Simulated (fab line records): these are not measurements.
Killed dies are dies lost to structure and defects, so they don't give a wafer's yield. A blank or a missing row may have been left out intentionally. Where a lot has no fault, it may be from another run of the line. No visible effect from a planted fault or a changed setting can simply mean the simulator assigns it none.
fab line records | flow sfq-line
record lots=5 wafers=15 last-day=84
route steps=325 shown R5@216 I5@228 C5@240 M6@251
lots with no fault: from the same line, run without faults
start-h: start of the lot's first displayed wafer, in hours after the record's first day | wait-h: hours elapsed since this lot's preceding step | " repeats the value in the row above | L1.1+2: a row that stands for several wafers | - either no value or no given start | * or withheld: withheld | < > ~ a bound
route shown NAME@n: NAME is a module with steps in the file, n the number in the route of the first one | usual: mean/standard deviation taken from wafers without a fault | same: alike in all rows | chamber/n: place in a boat | sites: readings site by site | _std_site: their standard deviation | _edge_site: inner sites' mean taken away from outer sites' mean | radius-mm: for every site, how far away it sits from the centre of the wafer | mask NAME#n: copy n | behind: the tool/chamber that last shaped the wafer | hold: why the lot was held/for how many hours/how that ended | device: whichever transistor did not switch (one of n, p or np) | end of line: at the end of the route, the tests of the same wafers | a step with no rows: only its recipe | killed: count of dies lost to structure and defects at first sort (not the wafer's yield) | map: a wafer's dies, marking killed ones x, the rest . and places with no die _
set.NAME: the setting as run; set.NAME@STEP: as run at that earlier step | model.NAME: the simulator's own value behind a step, which no gauge read
lots at some steps of the route; a table a step, a row a wafer
services: the hour from which a tool's chamber was out of use, counted from the record's first day as start-h (under 0 if before that day), plus the number of hours and why
## steps
# step SFQ_R5_THK_MEAS_934
# recipe thk-meas-gauge=xrf reads=MoNx_of_TRILAYER_R5_DEP_SPUTTER_133
# usual R5_MONX_THK=39.7/0.46
# columns lot.wafer tool chamber start-h wait-h R5_MONX_THK[nm]
L369.1 film-metro-02 - 1166.01 0.1 38.8
L369.5 " - " " 38.9
L369.6 " - " " 38.7
L373.3 film-metro-03 - 1187.21 0.1 38.7
L373.4 " - " " 38.9
L373.6 " - " " 38.9
L374.1 film-metro-04 - 1207.37 0.1 39.4
L374.4 " - " " 39.3
L374.5 " - " " 39.8
L376.1 film-metro-04 - 1255.07 0.1 39.4
L376.3 " - " " 39.6
L376.4 " - " " 40.0
L388.1 film-metro-03 - 1416.49 0.1 40.1
L388.4 " - " " 40.0
L388.6 " - " " 40.0
# step SFQ_TRILAYER_R5_LITHO_COAT_141
# recipe resist=BARC spin-rpm=3000 resist-thk-nm=62
# step SFQ_TRILAYER_R5_LITHO_COAT_136
# recipe resist=KrF spin-rpm=3000 resist-thk-nm=600
# step SFQ_TRILAYER_R5_LITHO_SOFTBAKE_140
# recipe temp-c=withheld time-s=withheld resist=KrF
# step SFQ_TRILAYER_R5_LITHO_EXPOSE_137
# recipe mask-id=R5 na=0.6 source-shape=conventional sigma-outer=0.65 target-cd-nm=500 dose-mj=14.4
# step SFQ_TRILAYER_R5_LITHO_PEB_139
# recipe peb-temp-c=115 peb-time-s=60 resist=KrF
# step SFQ_TRILAYER_R5_LITHO_DEVELOP_138
# recipe time-s=60 resist=KrF
# step SFQ_R5_OVL_MEAS_935
# usual R5_OVL=-2/5.5
# columns lot.wafer tool chamber start-h wait-h R5_OVL[nm]
L369.1 overlay-01 - 1308.62 0.1 -9
L369.5 " - " " -1
L369.6 " - " " -2
L373.3 overlay-01 - 1335.04 0.1 -4
L373.4 " - " " -8
L373.6 " - " " 7
L374.1 overlay-02 - 1356.62 0.1 0
L374.4 " - " " -4
L374.5 " - " " -10
L376.1 overlay-02 - 1389.79 0.1 8
L376.3 " - " " -1
L376.4 " - " " 6
L388.1 overlay-01 - 1533.59 0.1 -7
L388.4 " - " " -10
L388.6 " - " " -2
# step SFQ_TRILAYER_R5_BARC_OPEN_METAL_ETCH_177
# recipe mask-material=PR chemistry=O2 target-depth-nm=125 target=BARC icp-w=600 bias-w=80 pressure-mtorr=10 time-s=41.7
# usual drypump-motor-current-A=5.6/0.45 he-backside-leak-sccm=3.36/0.14 oes-product-au=0.685/0.0048
# columns lot.wafer tool chamber start-h wait-h drypump-motor-current-A he-backside-leak-sccm oes-product-au rf-hours-counter-h
L369.1 rie-metal-04 0 1308.66 0.0 6.1 3.32 0.675 28
L369.5 " 0 " " 6.1 3.29 0.692 -
L369.6 " 1 " " 5.6 3.30 0.679 -
L373.3 rie-metal-01 0 1335.10 0.1 5.9 3.28 0.684 -
L373.4 " 0 " " 5.9 3.11 0.683 -
L373.6 " 0 " " 5.9 3.06 0.683 -
L374.1 rie-metal-02 0 1356.66 0.0 4.7 3.24 0.673 12
L374.4 " 1 " " 5.4 3.43 0.679 -
L374.5 " 1 " " 5.4 3.39 0.689 -
L376.1 rie-metal-01 1 1389.83 0.0 5.5 3.59 0.685 136
L376.3 " 0 " " 5.9 3.14 0.683 -
L376.4 " 1 " " 5.5 3.42 0.677 -
L388.1 rie-metal-02 0 1533.63 0.0 4.7 3.24 0.678 40
L388.4 " 1 " " 5.4 3.51 0.686 -
L388.6 " 0 " " 4.7 3.00 0.690 -
# step SFQ_TRILAYER_R5_ETCH_METAL_ETCH_139
# recipe stop-on=SiO2 mask-material=PR chemistry=Cl2 target-depth-nm=60 icp-w=600 bias-w=82.5 pressure-mtorr=10 time-s=40
# step SFQ_TRILAYER_R5_STRIP_STRIP_140
# recipe gas=O2 power-w=200 platen-temp-c=40 overash-fraction=0.65 chemistry=O2 pressure-mtorr=50
# step SFQ_TRILAYER_R5_STRIP_SOLV_CLEAN_141
# recipe chemistry=NMP temp-c=70 time-s=600
# step SFQ_TRILAYER_A5C_DEP_PECVD_142
# recipe material=SiO2 temp-c=150 time-s=15.556 pressure-torr=2.4 rf-w=183.3 precursor=SiH4/N2O target-thk-nm=70
# usual heater-power-w=89/19 throttle-valve-pct=24.2/1.1
# columns lot.wafer tool chamber start-h wait-h heater-power-w throttle-valve-pct model.SiO2_of_TRILAYER_A5C_DEP_PECVD_142.thk-nm
L369.1 pecvd-04 1 1309.55 0.0 103 26.2 69.09
L369.5 " 0 " " 79 25.0 70.11
L369.6 " 1 " " 104 26.6 69.29
L373.3 pecvd-01 2 1336.67 0.0 89 23.6 69.77
L373.4 " 0 " " 63 25.8 71.57
L373.6 " 2 " " 91 23.5 70.89
L374.1 pecvd-02 2 1357.55 0.0 109 22.4 68.45
L374.4 " 1 " " 120 23.6 70.92
L374.5 " 0 " " 121 23.3 70.06
L376.1 pecvd-02 1 1390.72 0.0 126 23.8 64.92
L376.3 " 0 " " 129 23.2 66.73
L376.4 " 1 " " 121 24.0 65.87
L388.1 pecvd-04 1 1534.52 0.0 105 26.9 70.72
L388.4 " 0 " " 78 25.5 71.72
L388.6 " 2 " " 74 23.6 71.93
# step SFQ_TRILAYER_I5_LITHO_COAT_149
# recipe resist=BARC spin-rpm=3068 resist-thk-nm=62
# step SFQ_TRILAYER_I5_LITHO_COAT_144
# recipe resist=KrF spin-rpm=3000 resist-thk-nm=650
# step SFQ_TRILAYER_I5_LITHO_SOFTBAKE_148
# recipe temp-c=withheld time-s=withheld resist=KrF
# step SFQ_TRILAYER_I5_LITHO_EXPOSE_145
# recipe mask-id=I5 na=0.6 source-shape=conventional sigma-outer=0.65 target-cd-nm=700 dose-mj=21.3
# step SFQ_TRILAYER_I5_LITHO_PEB_147
# recipe peb-temp-c=115 peb-time-s=60 resist=KrF
# step SFQ_TRILAYER_I5_LITHO_DEVELOP_146
# recipe time-s=60 resist=KrF
# step SFQ_I5_OVL_MEAS_936
# usual I5_OVL=0/6.1
# columns lot.wafer tool chamber start-h wait-h I5_OVL[nm]
L369.1 overlay-02 - 1442.27 0.1 -2
L369.5 " - " " 2
L369.6 " - " " 2
L373.3 overlay-02 - 1459.08 0.1 -9
L373.4 " - " " 0
L373.6 " - " " -2
L374.1 overlay-02 - 1474.67 0.1 2
L374.4 " - " " 4
L374.5 " - " " 3
L376.1 overlay-02 - 1505.87 0.1 7
L376.3 " - " " 7
L376.4 " - " " 4
L388.1 overlay-02 - 1653.39 0.1 4
L388.4 " - " " 4
L388.6 " - " " 3
# step SFQ_TRILAYER_I5_BARC_OPEN_VIA_ETCH_200
# recipe mask-material=PR chemistry=O2 target-depth-nm=125 target=BARC source-w=500 bias-w=80 pressure-mtorr=30 time-s=41.7
# usual drypump-motor-current-A=5.6/0.35 oes-product-au=0.682/0.0045
# columns lot.wafer tool chamber start-h wait-h drypump-motor-current-A oes-product-au rf-hours-counter-h
L369.1 rie-diel-02 1 1442.30 0.0 5.7 0.685 19
L369.5 " 1 " " 5.8 0.689 -
L369.6 " 2 " " 5.0 0.679 -
L373.3 rie-diel-01 3 1459.10 0.0 5.9 0.682 19
L373.4 " 2 " " 5.8 0.682 1
L373.6 " 2 " " 5.8 0.685 -
L374.1 rie-diel-01 0 1474.70 0.0 6.1 0.690 20
L374.4 " 1 " " 5.0 0.688 17
L374.5 " 3 " " 5.9 0.683 -
L376.1 rie-diel-02 3 1505.90 0.0 5.4 0.685 21
L376.3 " 0 " " 5.5 0.681 17
L376.4 " 1 " " 5.8 0.691 20
L388.1 rie-diel-03 2 1653.43 0.0 5.8 0.682 17
L388.4 " 1 " " 5.6 0.679 17
L388.6 " 2 " " 5.8 0.677 -
# step SFQ_TRILAYER_I5_ETCH_VIA_ETCH_147
# recipe stop-on=Nb mask-material=PR chemistry=CHF3 target-depth-nm=360 source-w=500 bias-w=80 pressure-mtorr=30 time-s=withheld
# usual drypump-motor-current-A=5.6/0.35 oes-product-au=0.987/0.0065
# columns lot.wafer tool chamber start-h wait-h drypump-motor-current-A oes-product-au
L369.1 rie-diel-02 1 1442.34 0.0 5.7 0.984
L369.5 " 1 " " 5.7 0.989
L369.6 " 2 " " 5.0 0.990
L373.3 rie-diel-01 3 1459.14 0.0 5.9 1.003
L373.4 " 2 " " 5.8 0.980
L373.6 " 2 " " 5.8 0.994
L374.1 rie-diel-01 0 1474.74 0.0 6.1 0.990
L374.4 " 1 " " 5.1 0.989
L374.5 " 3 " " 5.9 0.986
L376.1 rie-diel-02 3 1505.94 0.0 5.4 0.986
L376.3 " 0 " " 5.5 0.997
L376.4 " 1 " " 5.7 0.992
L388.1 rie-diel-03 2 1653.47 0.0 5.8 0.982
L388.4 " 1 " " 5.6 0.988
L388.6 " 2 " " 5.8 0.990
# step SFQ_TRILAYER_I5_STRIP_STRIP_148
# recipe gas=O2 power-w=200 platen-temp-c=40 overash-fraction=0.65 chemistry=O2 pressure-mtorr=50
# step SFQ_TRILAYER_I5_STRIP_SOLV_CLEAN_149
# recipe chemistry=NMP temp-c=70 time-s=600
# step SFQ_TRILAYER_C5_LITHO_COAT_156
# recipe resist=BARC spin-rpm=3000 resist-thk-nm=62
# step SFQ_TRILAYER_C5_LITHO_COAT_151
# recipe resist=KrF spin-rpm=3000 resist-thk-nm=650
# step SFQ_TRILAYER_C5_LITHO_SOFTBAKE_155
# recipe temp-c=withheld time-s=withheld resist=KrF
# step SFQ_TRILAYER_C5_LITHO_EXPOSE_152
# recipe mask-id=C5 na=0.6 source-shape=conventional sigma-outer=0.65 target-cd-nm=500 dose-mj=21.3
# step SFQ_TRILAYER_C5_LITHO_PEB_154
# recipe peb-temp-c=115 peb-time-s=60 resist=KrF
# step SFQ_TRILAYER_C5_LITHO_DEVELOP_153
# recipe time-s=60 resist=KrF
# step SFQ_C5_OVL_MEAS_937
# usual C5_OVL=2/5.6
# columns lot.wafer tool chamber start-h wait-h C5_OVL[nm]
L369.1 overlay-01 - 1449.69 0.1 1
L369.5 " - " " -3
L369.6 " - " " -2
L373.3 overlay-01 - 1466.63 0.1 6
L373.4 " - " " 0
L373.6 " - " " 1
L374.1 overlay-01 - 1482.22 0.1 0
L374.4 " - " " -5
L374.5 " - " " 2
L376.1 overlay-02 - 1510.92 0.1 0
L376.3 " - " " -2
L376.4 " - " " 0
L388.1 overlay-02 - 1744.35 0.1 1
L388.4 " - " " 1
L388.6 " - " " 7
# step SFQ_TRILAYER_C5_BARC_OPEN_VIA_ETCH_210
# recipe mask-material=PR chemistry=O2 target-depth-nm=125 target=BARC source-w=500 bias-w=80 pressure-mtorr=30 time-s=41.7
# usual drypump-motor-current-A=5.6/0.33 oes-product-au=0.685/0.0045
# columns lot.wafer tool chamber start-h wait-h drypump-motor-current-A oes-product-au rf-hours-counter-h
L369.1 rie-diel-04 1 1449.73 0.0 5.3 0.687 7
L369.5 " 3 " " 5.8 0.677 -
L369.6 " 0 " " 5.7 0.687 -
L373.3 rie-diel-04 3 1466.65 0.0 5.8 0.678 12
L373.4 " 1 " " 5.3 0.680 -
L373.6 " 0 " " 5.7 0.690 -
L374.1 rie-diel-02 3 1482.25 0.0 5.4 0.680 20
L374.4 " 0 " " 5.5 0.690 16
L374.5 " 3 " " 5.4 0.678 -
L376.1 rie-diel-04 2 1510.96 0.0 5.8 0.681 17
L376.3 " 3 " " 5.8 0.686 13
L376.4 " 0 " " 5.7 0.689 -
L388.1 rie-diel-04 3 1744.39 0.0 5.8 0.685 15
L388.4 " 2 " " 5.8 0.681 1
L388.6 " 2 " " 5.8 0.688 -
# step SFQ_TRILAYER_C5_ETCH_VIA_ETCH_154
# recipe target=SiO2 mask-material=PR chemistry=CHF3 target-depth-nm=84 source-w=500 bias-w=80 pressure-mtorr=30 time-s=withheld stop-on=Nb
# usual drypump-motor-current-A=5.6/0.33 oes-product-au=0.895/0.0082
# columns lot.wafer tool chamber start-h wait-h drypump-motor-current-A oes-product-au model.etch.depth-nm model.C5.feature-depth-nm
L369.1 rie-diel-04 1 1449.77 0.0 5.4 0.894 69.09 69.09
L369.5 " 3 " " 5.8 0.896 70.11 70.11
L369.6 " 0 " " 5.7 0.890 69.29 69.29
L373.3 rie-diel-04 3 1466.69 0.0 5.8 0.886 69.77 69.77
L373.4 " 1 " " 5.4 0.908 71.57 71.57
L373.6 " 0 " " 5.7 0.899 70.89 70.89
L374.1 rie-diel-02 3 1482.29 0.0 5.4 0.871 68.45 68.45
L374.4 " 0 " " 5.5 0.897 70.92 70.92
L374.5 " 3 " " 5.4 0.900 70.06 70.06
L376.1 rie-diel-04 2 1511.00 0.0 5.8 0.854 64.92 64.92
L376.3 " 3 " " 5.8 0.878 66.73 66.73
L376.4 " 0 " " 5.7 0.867 65.87 65.87
L388.1 rie-diel-04 3 1744.43 0.0 5.8 0.899 70.72 70.72
L388.4 " 2 " " 5.8 0.904 71.72 71.72
L388.6 " 2 " " 5.8 0.905 71.93 71.93
# step SFQ_TRILAYER_C5_STRIP_STRIP_155
# recipe gas=O2 power-w=200 platen-temp-c=40 overash-fraction=0.65 chemistry=O2 pressure-mtorr=50
# step SFQ_TRILAYER_C5_STRIP_SOLV_CLEAN_156
# recipe chemistry=NMP temp-c=70 time-s=600
# step SFQ_TRILAYER_M6_DEP_PRE_CLEAN_158
# recipe gas=Ar time-s=22.5 bias-v=250
# columns lot.wafer tool chamber start-h wait-h model.SiO2_of_TRILAYER_A5C_DEP_PECVD_142.thk-nm
L369.1 pvd-sputter-05 - 1450.59 0.0 61.59
L369.5 " - " " 62.61
L369.6 " - " " 61.79
L373.3 pvd-sputter-03 - 1467.53 0.0 62.27
L373.4 " - " " 64.07
L373.6 " - " " 63.39
L374.1 pvd-sputter-04 - 1483.11 0.0 60.95
L374.4 " - " " 63.42
L374.5 " - " " 62.56
L376.1 pvd-sputter-05 - 1511.83 0.0 57.42
L376.3 " - " " 59.23
L376.4 " - " " 58.37
L388.1 pvd-sputter-03 - 1745.25 0.0 63.22
L388.4 " - " " 64.22
L388.6 " - " " 64.43
# step SFQ_TRILAYER_M6_DEP_SPUTTER_157
# recipe material=Nb base-pressure-pa=1.33e-06 chamber-pressure-pa=0.1333 substrate-temp-c=20 target-thk-nm=200 power-w=2000 time-s=133.3
# usual throttle-valve-pct=30.6/0.99
# columns lot.wafer tool chamber start-h wait-h throttle-valve-pct
L369.1 pvd-sputter-05 - 1450.62 0.0 31.6
L369.5 " - " " 30.1
L369.6 " - " " 29.8
L373.3 pvd-sputter-03 - 1467.56 0.0 30.3
L373.4 " - " " 31.7
L373.6 " - " " 30.4
L374.1 pvd-sputter-04 - 1483.14 0.0 30.4
L374.4 " - " " 30.2
L374.5 " - " " 33.2
L376.1 pvd-sputter-05 - 1511.86 0.0 30.0
L376.3 " - " " 30.0
L376.4 " - " " 29.5
L388.1 pvd-sputter-03 - 1745.28 0.0 31.4
L388.4 " - " " 30.4
L388.6 " - " " 31.5
## services
# columns tool chamber start-h hours kind
pvd-sputter-05 - 1293.87 1.4 repair
rie-diel-01 - 1313.63 4.0 pm
rie-diel-01 2 1342.21 5.1 repair
rie-diel-02 1 1374.01 1.5 repair
pvd-sputter-05 - 1378.73 1.5 repair
rie-diel-04 2 1402.94 16.3 repair
pvd-sputter-05 - 1410.78 0.9 repair
rie-diel-02 1 1435.15 2.8 repair
rie-diel-04 0 1437.96 11.0 repair
rie-diel-04 2 1461.70 5.4 repair
rie-diel-01 1 1464.20 5.3 repair
pvd-sputter-03 - 1468.93 1.2 repair
rie-diel-01 - 1497.49 1.1 repair
rie-diel-02 2 1508.96 2.8 repair
rie-diel-04 1 1510.22 60.7 repair
pvd-sputter-03 - 1524.42 3.5 repair
rie-diel-01 1 1530.57 19.5 repair
rie-diel-04 1 1591.04 7.2 repair
rie-diel-04 - 1596.31 2.8 pm
rie-diel-04 3 1650.05 6.5 repair
rie-diel-04 - 1662.88 0.8 repair
rie-diel-02 - 1683.97 0.5 repair
rie-diel-02 - 1685.44 1.0 repair
rie-diel-01 - 1705.12 14.6 pm
## key
first-sign step=SFQ_TRILAYER_C5_ETCH_VIA_ETCH_154 reading=oes-product-au direction=down sigmas=3.5 usual=0.895 struck=0.866
effect none on later readings
model-effect step=SFQ_TRILAYER_A5C_DEP_PECVD_142 value=SiO2_of_TRILAYER_A5C_DEP_PECVD_142.thk-nm without=69.27 struck=65.84
model-effect step=SFQ_TRILAYER_C5_ETCH_VIA_ETCH_154 value=etch.depth-nm without=69.27 struck=65.84
model-effect step=SFQ_TRILAYER_M6_DEP_PRE_CLEAN_158 value=SiO2_of_TRILAYER_A5C_DEP_PECVD_142.thk-nm without=61.77 struck=58.34
met-at SFQ_TRILAYER_A5C_DEP_PECVD_142
struck-wafers L376.1,L376.3,L376.4
onset-between 1357.55 1390.72
also-fits SFQ_TRILAYER_R5_BARC_OPEN_METAL_ETCH_177:rie-metal-01,SFQ_TRILAYER_I5_BARC_OPEN_VIA_ETCH_200:rie-diel-02,SFQ_TRILAYER_I5_ETCH_VIA_ETCH_147:rie-diel-02
fault kind=process-parameter-drift tool=pecvd-02 chamber=- onset-h=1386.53 steps=SFQ_TRILAYER_A5C_DEP_PECVD_142 channel=time-s offset=* shape=step end-h=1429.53 acts-in=* stated=*
